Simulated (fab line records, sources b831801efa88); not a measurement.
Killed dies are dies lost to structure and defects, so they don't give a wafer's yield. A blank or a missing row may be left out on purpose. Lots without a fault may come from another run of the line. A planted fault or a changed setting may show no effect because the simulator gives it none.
Which tool did it? | flow sfq_line | 7 lots, 21 wafers sampled, at 3 steps of a route of 325

WHAT THE GAUGES READ, wafer by wafer
SFQ_R5_OVL_MEAS_935.
lot  | measured     | on         | R5_OVL (nm)
L958 | day 55 10:42 | overlay-02 | 1 -1 -3
L960 | day 58 22:52 | overlay-02 | 9 10 6
L965 | day 59 14:28 | overlay-01 | 3 0 -2
L968 | day 61 02:47 | overlay-01 | 7 2 -5
L970 | day 61 19:59 | overlay-01 | - - -
L978 | day 64 14:19 | overlay-02 | 5 9 5
L980 | day 64 23:57 | overlay-02 | 3 4 3

WHICH TOOL RAN EACH LOT (tool, then ch and the chambers of the sampled wafers, then the start)
lot  | SFQ_TRILAYER_M1_LITHO_EXPOSE_040  | SFQ_TRILAYER_I1_DEP_PECVD_045
L958 | krf_scanner-01 ch 0, day 17 20:23 | pecvd-02 ch 0,1,2, day 17 23:40
L960 | krf_scanner-01 ch 0, day 25 21:48 | pecvd-01 ch 0,1,2, day 26 00:18
L965 | krf_scanner-02 ch 0, day 27 11:25 | pecvd-03 ch 1,2, day 27 13:43
L968 | krf_scanner-01 ch 0, day 28 18:06 | pecvd-02 ch 0,1, day 28 20:25
L970 | krf_scanner-02, day 29 04:55      | pecvd-03 ch 1,2, day 29 07:25
L978 | krf_scanner-01 ch 0, day 32 13:41 | pecvd-01 ch 0,1,2, day 32 16:00
L980 | krf_scanner-01 ch 0, day 33 05:05 | pecvd-03 ch 0,2, day 33 07:35
- SFQ_TRILAYER_M1_LITHO_EXPOSE_040: exposes mask M1, target cd 500 nm.
- SFQ_TRILAYER_I1_DEP_PECVD_045: deposits SiO2 from SiH4/N2O, time 111.11 s, target thk 500 nm.

THE ANSWER, worked out from the rows above alone
Rule: what is usual is taken from the lots themselves. Put in order of their means at a reading, lots are off if they are a third of the lots or fewer, leave a main group of 4 or more, and stand apart from it by a gap of 3 or more times the standard deviation of the main group's means; of several such gaps the widest counts. A main group whose means are all the same, to the digits that the tables above print for the reading, isn't used. A lot without any number at a reading at which 4 lots or more have one is off too. The other lots that the step has rows for count as sound.
Off: L970, at SFQ_R5_OVL_MEAS_935 (R5_OVL). Without a number there: L970. The main group: mean 3 nm, standard deviation 3.3.
A tool fits if, at a process step before that reading, it ran every lot that is off, and no sound lot after the first of them. The gauges at SFQ_R5_OVL_MEAS_935 are tried like those tools. Can't be told from this: 2 tools fit, krf_scanner-02 at SFQ_TRILAYER_M1_LITHO_EXPOSE_040, overlay-01 at SFQ_R5_OVL_MEAS_935.

WHAT THE SIMULATOR HAD PUT IN
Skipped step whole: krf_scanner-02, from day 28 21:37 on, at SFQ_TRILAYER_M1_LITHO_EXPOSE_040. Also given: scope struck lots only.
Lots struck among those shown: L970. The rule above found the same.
